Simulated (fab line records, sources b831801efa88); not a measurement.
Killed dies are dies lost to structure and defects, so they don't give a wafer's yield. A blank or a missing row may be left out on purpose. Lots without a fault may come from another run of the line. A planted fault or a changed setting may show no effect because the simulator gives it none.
fab line records | flow sfq_line
record lots=5 wafers=15 last_day=85
route steps=325 shown M6@255 I6@266 M7@281
lots that met no fault: from a run of the same line without faults
start_h: hours from the record's first day to the start of the lot's first wafer shown | wait_h: hours since the lot's step before | " the same as in the row above | L1.1+2: a row that stands for several wafers | - no value, or no start given | * or withheld: withheld | < > ~ a bound
route shown NAME@n: a module of which the file shows steps, and the number in the route of the first | usual: mean/standard deviation of fault-free wafers | same: alike in all rows | chamber/n: place in a boat | sites: the reading at each site | _std_site: their standard deviation | _edge_site: outer sites' mean less inner sites' | radius_mm: how far each site lies from the wafer's centre | mask NAME#n: copy n | behind: the tool/chamber that last shaped the wafer | hold: why the lot was held/for how many hours/how that ended | device: the transistor (n, p or np) that didn't switch | end of line: the same wafers' tests at the end of the route | a step without rows: its recipe alone | killed: dies lost to structure and defects at the first sort, not the wafer's yield | map: a wafer's dies, x killed, . not, _ none there
set.NAME: the setting as run; set.NAME@STEP: as run at that earlier step | model.NAME: the simulator's own value behind a step, which no gauge read
lots at some steps of the route; a table a step, a row a wafer
services: from which hour (start_h, from the record's first day; less than 0 if before it) a tool's chamber was out of use, for how many hours, and why
## steps
# step SFQ_TRILAYER_M6_LITHO_COAT_164
# recipe resist=BARC spin_rpm=3000 resist_thk_nm=62
# step SFQ_TRILAYER_M6_LITHO_COAT_159
# recipe resist=KrF spin_rpm=3000 resist_thk_nm=603.2
# step SFQ_TRILAYER_M6_LITHO_SOFTBAKE_163
# recipe temp_c=withheld time_s=withheld resist=KrF
# step SFQ_TRILAYER_M6_LITHO_EXPOSE_160
# recipe mask_id=M6 na=0.6 source_shape=conventional sigma_outer=0.65 target_cd_nm=500 dose_mj=14.4
# step SFQ_TRILAYER_M6_LITHO_PEB_162
# recipe peb_temp_c=115 peb_time_s=60 resist=KrF
# step SFQ_TRILAYER_M6_LITHO_DEVELOP_161
# recipe time_s=60 resist=KrF
# step SFQ_M6_OVL_MEAS_940
# usual M6_OVL=6/4.7
# columns lot.wafer tool chamber start_h wait_h M6_OVL[nm]
L923.1 overlay-02 - 1620.97 0.1 4
L923.2 " - " " 1
L923.5 " - " " 1
L926.1 overlay-01 - 1702.04 0.1 -1
L926.5 " - " " -3
L926.6 " - " " 2
L933.2 overlay-02 - 1802.46 0.1 8
L933.4 " - " " 8
L933.5 " - " " 4
L938.1 overlay-02 - 1815.08 0.1 5
L938.2 " - " " -6
L938.3 " - " " -4
L941.1 overlay-02 - 1836.03 0.1 3
L941.3 " - " " -1
L941.4 " - " " 2
# step SFQ_TRILAYER_M6_BARC_OPEN_METAL_ETCH_206
# recipe mask_material=PR chemistry=O2 target_depth_nm=125 target=BARC icp_w=600 bias_w=80 pressure_mtorr=10 time_s=41.7
# usual drypump_motor_current_A=5.8/0.62 oes_product_au=0.685/0.0044
# columns lot.wafer tool chamber start_h wait_h drypump_motor_current_A oes_product_au rf_hours_counter_h
L923.1 rie_metal-02 0 1621.00 0.0 6.1 0.681 107
L923.2 " 1 " " 5.1 0.686 80
L923.5 " 1 " " 5.2 0.678 -
L926.1 rie_metal-04 1 1702.08 0.0 5.8 0.685 91
L926.5 " 0 " " 4.8 0.680 -
L926.6 " 1 " " 5.7 0.682 -
L933.2 rie_metal-03 0 1802.49 0.0 6.6 0.680 36
L933.4 " 1 " " 6.1 0.684 -
L933.5 " 0 " " 6.6 0.678 -
L938.1 rie_metal-04 1 1815.11 0.0 5.8 0.688 102
L938.2 " 0 " " 4.8 0.678 115
L938.3 " 0 " " 4.8 0.681 -
L941.1 rie_metal-03 0 1836.07 0.0 6.6 0.689 42
L941.3 " 0 " " 6.6 0.685 -
L941.4 " 1 " " 6.1 0.679 -
# step SFQ_TRILAYER_M6_ETCH_METAL_ETCH_162
# recipe target=Nb stop_on=SiO2 mask_material=PR chemistry=Cl2/Ar target_depth_nm=240 icp_w=600 bias_w=80 pressure_mtorr=10 time_s=120
# usual drypump_motor_current_A=5.8/0.63 oes_product_au=0.894/0.0065
# columns lot.wafer tool chamber start_h wait_h drypump_motor_current_A oes_product_au rf_hours_counter_h
L923.1 rie_metal-02 0 1621.06 0.0 6.1 0.890 107
L923.2 " 1 " " 5.2 0.889 80
L923.5 " 1 " " 5.2 0.886 -
L926.1 rie_metal-04 1 1702.14 0.0 5.7 0.897 91
L926.5 " 0 " " 4.8 0.900 -
L926.6 " 1 " " 5.7 0.899 -
L933.2 rie_metal-03 0 1802.55 0.0 6.6 0.892 36
L933.4 " 1 " " 6.1 0.890 -
L933.5 " 0 " " 6.6 0.889 -
L938.1 rie_metal-04 1 1815.17 0.0 5.7 0.903 102
L938.2 " 0 " " 4.8 0.892 115
L938.3 " 0 " " 4.8 0.900 -
L941.1 rie_metal-03 0 1836.13 0.0 6.7 0.892 42
L941.3 " 0 " " 6.7 0.884 -
L941.4 " 1 " " 6.1 0.887 -
# step SFQ_TRILAYER_M6_STRIP_STRIP_163
# recipe gas=O2 power_w=200 platen_temp_c=40 overash_fraction=0.65 chemistry=O2 pressure_mtorr=50
# step SFQ_TRILAYER_M6_STRIP_SOLV_CLEAN_164
# recipe chemistry=NMP temp_c=70 time_s=600
# step SFQ_TRILAYER_I6_DEP_PECVD_165
# recipe material=SiO2 temp_c=150 time_s=111.11 pressure_torr=2.4 rf_w=183.3 precursor=SiH4/N2O target_thk_nm=500
# usual chamber_pressure_Torr=2.400/0.0055 heater_power_w=81/13 throttle_valve_pct=25.6/1.5
# columns lot.wafer tool chamber start_h wait_h chamber_pressure_Torr heater_power_w throttle_valve_pct
L923.1 pecvd-02 0 1621.96 0.0 2.405 81 25.2
L923.2 " 1 " " 2.398 80 24.0
L923.5 " 2 " " 2.414 101 25.9
L926.1 pecvd-02 0 1703.04 0.0 2.402 79 25.5
L926.5 " 2 " " 2.400 97 26.2
L926.6 " 1 " " 2.394 70 24.0
L933.2 pecvd-03 1 1803.45 0.0 2.401 76 24.5
L933.4 " 0 " " 2.406 100 23.1
L933.5 " 0 " " 2.397 101 23.1
L938.1 pecvd-04 0 1816.07 0.0 2.400 52 28.5
L938.2 " 1 " " 2.399 93 25.8
L938.3 " 2 " " 2.398 69 26.1
L941.1 pecvd-02 2 1837.03 0.0 2.398 97 27.1
L941.3 " 0 " " 2.388 80 25.9
L941.4 " 2 " " 2.394 99 27.0
# step SFQ_TRILAYER_I6_CMP_CMP_166
# recipe material=SiO2 down_force_psi=3 platen_rpm=60 pad_velocity_m_s=0.94248
# usual motor_current_A=10.3/1.2 time_to_endpoint_s=214/6.2
# columns lot.wafer tool chamber start_h wait_h motor_current_A time_to_endpoint_s model.SiO2_of_TRILAYER_I6_DEP_PECVD_165.thk_nm
L923.1 cmp-01 1 1622.82 0.8 10.3 216 200.6
L923.2 " 3 1623.82 1.8 10.7 214 199.7
L923.5 " 2 1625.32 3.3 8.6 215 201.3
L926.1 cmp-02 1 1703.62 0.5 11.2 205 199.8
L926.5 " 0 1705.12 2.0 9.8 212 198.5
L926.6 " 1 " " 11.2 215 199
L933.4 cmp-02 1 1803.57 0.0 11.5 222 199.6
L933.2 " 0 1805.07 1.6 9.9 225 179.9
L933.5 " 1 " " 11.4 222 199.4
L938.2 cmp-01 2 1816.78 0.7 8.1 213 199.6
L938.1 " 3 " " 10.5 211 199.5
L938.3 " 0 " " 11.4 209 199.8
L941.1 cmp-01 3 1837.49 0.4 10.4 212 199.6
L941.4 " 0 " " 10.6 211 200.9
L941.3 " 1 " " 9.9 210 200.6
# step SFQ_I6_BOW_MEAS_941
# recipe mode=bow
# usual I6_BOW=4/11
# columns lot.wafer tool chamber start_h wait_h I6_BOW[um]
L923.1 film_metro-01 - 1625.82 2.5 7
L923.2 " - " " -5
L923.5 " - " " 5
L926.1 film_metro-01 - 1706.12 2.0 14
L926.5 " - " " 9
L926.6 " - " " 14
L933.2 film_metro-03 - 1806.59 1.0 -5
L933.4 " - " " 3
L933.5 " - " " 0
L938.1 film_metro-02 - 1819.28 1.5 -3
L938.2 " - " " 19
L938.3 " - " " 1
L941.1 film_metro-02 - 1840.49 2.5 -6
L941.3 " - " " 3
L941.4 " - " " 12
# step SFQ_TRILAYER_I6_METRO_MEASURE_167
# usual thk_nm=199.9/0.73
# columns lot.wafer tool chamber start_h wait_h thk_nm
L923.1 film_metro-01 - 1625.94 0.1 200.6
L923.2 " - " " 199.8
L923.5 " - " " 201.3
L926.1 film_metro-01 - 1706.24 0.1 200.0
L926.5 " - " " 198.5
L926.6 " - " " 199.1
L933.2 film_metro-03 - 1806.89 0.3 180.1
L933.4 " - " " 199.7
L933.5 " - " " 199.5
L938.1 film_metro-02 - 1819.40 0.1 199.7
L938.2 " - " " 199.6
L938.3 " - " " 199.7
L941.1 film_metro-02 - 1840.61 0.1 199.8
L941.3 " - " " 200.3
L941.4 " - " " 200.8
# step SFQ_TRILAYER_I6_VIA_LITHO_COAT_174
# recipe resist=BARC spin_rpm=3000 resist_thk_nm=62
# step SFQ_TRILAYER_I6_VIA_LITHO_COAT_169
# recipe resist=KrF spin_rpm=3000 resist_thk_nm=650
# step SFQ_TRILAYER_I6_VIA_LITHO_SOFTBAKE_173
# recipe temp_c=withheld time_s=withheld resist=KrF
# step SFQ_TRILAYER_I6_VIA_LITHO_EXPOSE_170
# recipe mask_id=I6 na=0.6 source_shape=conventional sigma_outer=0.65 target_cd_nm=700 dose_mj=21.3
# step SFQ_TRILAYER_I6_VIA_LITHO_PEB_172
# recipe peb_temp_c=115 peb_time_s=58.87 resist=KrF
# step SFQ_TRILAYER_I6_VIA_LITHO_DEVELOP_171
# recipe time_s=60 resist=KrF
# step SFQ_I6_OVL_MEAS_942
# usual I6_OVL=-1/4.7
# columns lot.wafer tool chamber start_h wait_h I6_OVL[nm]
L923.1 overlay-01 - 1745.60 0.1 -7
L923.2 " - " " 0
L923.5 " - " " 1
L926.1 overlay-01 - 1821.33 0.1 3
L926.5 " - " " -3
L926.6 " - " " -4
L933.2 overlay-02 - 1917.14 0.1 3
L933.4 " - " " 3
L933.5 " - " " 6
L938.1 overlay-01 - 1927.94 0.1 -7
L938.2 " - " " -3
L938.3 " - " " -3
L941.1 overlay-01 - 1945.72 0.1 -8
L941.3 " - " " -1
L941.4 " - " " -7
# step SFQ_TRILAYER_I6_VIA_BARC_OPEN_VIA_ETCH_235
# recipe mask_material=PR chemistry=O2 target_depth_nm=125 target=BARC source_w=500 bias_w=80 pressure_mtorr=30 time_s=41.7
# step SFQ_TRILAYER_I6_VIA_ETCH_VIA_ETCH_172
# recipe target=SiO2 stop_on=Nb mask_material=PR taper_deg=20 chemistry=CHF3 target_depth_nm=260 source_w=500 bias_w=80 pressure_mtorr=30 time_s=withheld
# usual drypump_motor_current_A=5.9/0.45 oes_product_au=0.855/0.0049
# columns lot.wafer tool chamber start_h wait_h drypump_motor_current_A oes_product_au model.I6.feature_depth_nm model.etch.depth_nm
L923.1 rie_diel-04 2 1745.68 0.0 5.9 0.854 200.6 200.6
L923.2 " 3 " " 5.9 0.862 199.7 199.7
L923.5 " 2 " " 5.9 0.863 201.3 201.3
L926.1 rie_diel-04 3 1821.41 0.0 5.9 0.859 199.8 199.8
L926.5 " 1 " " 5.4 0.855 198.5 198.5
L926.6 " 2 " " 5.9 0.854 199 199
L933.2 rie_diel-04 3 1917.21 0.0 5.9 0.812 179.9 179.9
L933.4 " 0 " " 6.2 0.850 199.6 199.6
L933.5 " 3 " " 5.9 0.853 199.4 199.4
L938.1 rie_diel-04 2 1928.01 0.0 5.9 0.846 199.5 199.5
L938.2 " 1 " " 5.4 0.851 199.6 199.6
L938.3 " 0 " " 6.2 0.852 199.8 199.8
L941.1 rie_diel-01 2 1945.79 0.0 5.5 0.849 199.6 199.6
L941.3 " 3 " " 5.8 0.850 200.6 200.6
L941.4 " 0 " " 6.8 0.858 200.9 200.9
# step SFQ_TRILAYER_I6_VIA_STRIP_STRIP_173
# recipe gas=O2 power_w=200 platen_temp_c=40 overash_fraction=0.65 chemistry=O2 pressure_mtorr=50
# usual drypump_motor_current_A=5.9/0.52 oes_product_au=1.001/0.0079
# columns lot.wafer tool chamber start_h wait_h drypump_motor_current_A oes_product_au rf_hours_counter_h
L923.1 rie_metal-01 0 1745.79 - 5.3 0.996 130
L923.2 " 1 " " 6.2 1.013 85
L923.5 " 1 " " 6.3 1.012 -
L926.1 rie_metal-03 1 1821.52 - 6.1 1.003 51
L926.5 " 1 " " 6.1 0.999 -
L926.6 " 0 " " 6.6 1.002 -
L933.2 rie_metal-03 0 1917.33 - 6.6 0.983 55
L933.4 " 0 " " 6.6 1.001 -
L933.5 " 0 " " 6.6 0.995 -
L938.1 rie_metal-03 0 1928.13 - 6.6 1.006 57
L938.2 " 1 " " 6.1 0.998 69
L938.3 " 0 " " 6.6 1.006 -
L941.1 rie_metal-02 1 1945.90 - 5.2 0.990 127
L941.3 " 0 " " 6.2 1.004 -
L941.4 " 1 " " 5.2 1.001 -
# step SFQ_TRILAYER_I6_VIA_STRIP_SOLV_CLEAN_174
# recipe chemistry=NMP temp_c=70 time_s=600
# step SFQ_TRILAYER_M7_DEP_PRE_CLEAN_176
# recipe gas=Ar time_s=22.5 bias_v=250
# columns lot.wafer tool chamber start_h wait_h model.SiO2_of_TRILAYER_I6_DEP_PECVD_165.thk_nm
L923.1 pvd_sputter-05 - 1746.57 0.0 193.1
L923.2 " - " " 192.2
L923.5 " - " " 193.8
L926.1 pvd_sputter-06 - 1822.29 0.0 192.3
L926.5 " - " " 191
L926.6 " - " " 191.5
L933.2 pvd_sputter-03 - 1918.10 0.0 172.4
L933.4 " - " " 192.1
L933.5 " - " " 191.9
L938.1 pvd_sputter-06 - 1928.90 0.0 192
L938.2 " - " " 192.1
L938.3 " - " " 192.3
L941.1 pvd_sputter-06 - 1946.68 0.0 192.1
L941.3 " - " " 193.1
L941.4 " - " " 193.4
# step SFQ_TRILAYER_M7_DEP_SPUTTER_175
# recipe material=Nb base_pressure_pa=1.33e-06 chamber_pressure_pa=0.1333 substrate_temp_c=20 target_thk_nm=200 power_w=2000 time_s=133.3
# usual chamber_pressure_pa=0.13327/0.00027 throttle_valve_pct=29.6/1.2
# columns lot.wafer tool chamber start_h wait_h chamber_pressure_pa throttle_valve_pct
L923.1 pvd_sputter-05 - 1746.60 0.0 0.13376 30.6
L923.2 " - " " 0.13331 28.4
L923.5 " - " " 0.13349 28.1
L926.1 pvd_sputter-06 - 1822.32 0.0 0.13342 28.8
L926.5 " - " " 0.13304 30.3
L926.6 " - " " 0.13369 28.2
L933.2 pvd_sputter-03 - 1918.13 0.0 0.13369 31.4
L933.4 " - " " 0.13323 30.1
L933.5 " - " " 0.13345 30.2
L938.1 pvd_sputter-06 - 1928.93 0.0 0.13301 29.1
L938.2 " - " " 0.13355 28.6
L938.3 " - " " 0.1335 28.0
L941.1 pvd_sputter-06 - 1946.71 0.0 0.1335 30.4
L941.3 " - " " 0.13355 29.3
L941.4 " - " " 0.13314 28.7
## services
# columns tool chamber start_h hours kind
rie_diel-04 - 1638.02 0.4 repair
rie_metal-04 - 1641.42 5.4 repair
cmp-01 - 1659.90 3.5 repair
pecvd-02 - 1661.37 1.0 repair
pecvd-02 1 1661.63 8.1 repair
cmp-01 - 1677.21 15.1 pm
pvd_sputter-06 - 1680.17 1.9 repair
rie_metal-02 0 1690.97 1.3 repair
cmp-01 - 1760.69 3.2 repair
rie_diel-04 0 1760.80 7.6 repair
cmp-01 - 1770.06 4.0 pm
cmp-01 - 1779.75 0.5 repair
rie_diel-04 0 1785.44 4.1 repair
pecvd-02 2 1786.11 4.8 repair
rie_metal-03 - 1791.84 0.7 repair
rie_diel-04 - 1797.03 2.8 pm
rie_diel-04 0 1811.80 15.2 repair
pecvd-02 0 1847.10 7.8 repair
rie_metal-03 - 1851.29 4.3 pm
pvd_sputter-06 - 1855.32 1.7 repair
rie_diel-04 3 1893.49 14.4 repair
rie_diel-04 2 1907.70 5.7 repair
rie_metal-03 - 1915.13 1.9 repair
rie_diel-04 1 1936.73 22.7 repair
## key
first_sign step=SFQ_TRILAYER_I6_METRO_MEASURE_167 reading=thk_nm direction=down sigmas=27 usual=199.9 struck=180.1
effect step=SFQ_TRILAYER_I6_VIA_ETCH_VIA_ETCH_172 reading=oes_product_au direction=down sigmas=8.9 usual=0.855 struck=0.812
model_effect step=SFQ_TRILAYER_I6_CMP_CMP_166 value=SiO2_of_TRILAYER_I6_DEP_PECVD_165.thk_nm without=199.9 struck=179.9
model_effect step=SFQ_TRILAYER_I6_VIA_ETCH_VIA_ETCH_172 value=I6.feature_depth_nm without=199.9 struck=179.9
model_effect step=SFQ_TRILAYER_M7_DEP_PRE_CLEAN_176 value=SiO2_of_TRILAYER_I6_DEP_PECVD_165.thk_nm without=192.4 struck=172.4
met_at SFQ_TRILAYER_I6_CMP_CMP_166
struck_wafers L933.2
onset_between 1703.62 1803.57
fault kind=process_parameter_drift tool=cmp-02 chamber=0 onset_h=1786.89 steps=SFQ_TRILAYER_I6_CMP_CMP_166 channel=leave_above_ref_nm offset=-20 shape=step end_h=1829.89 acts_in=these_recipes_only stated=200
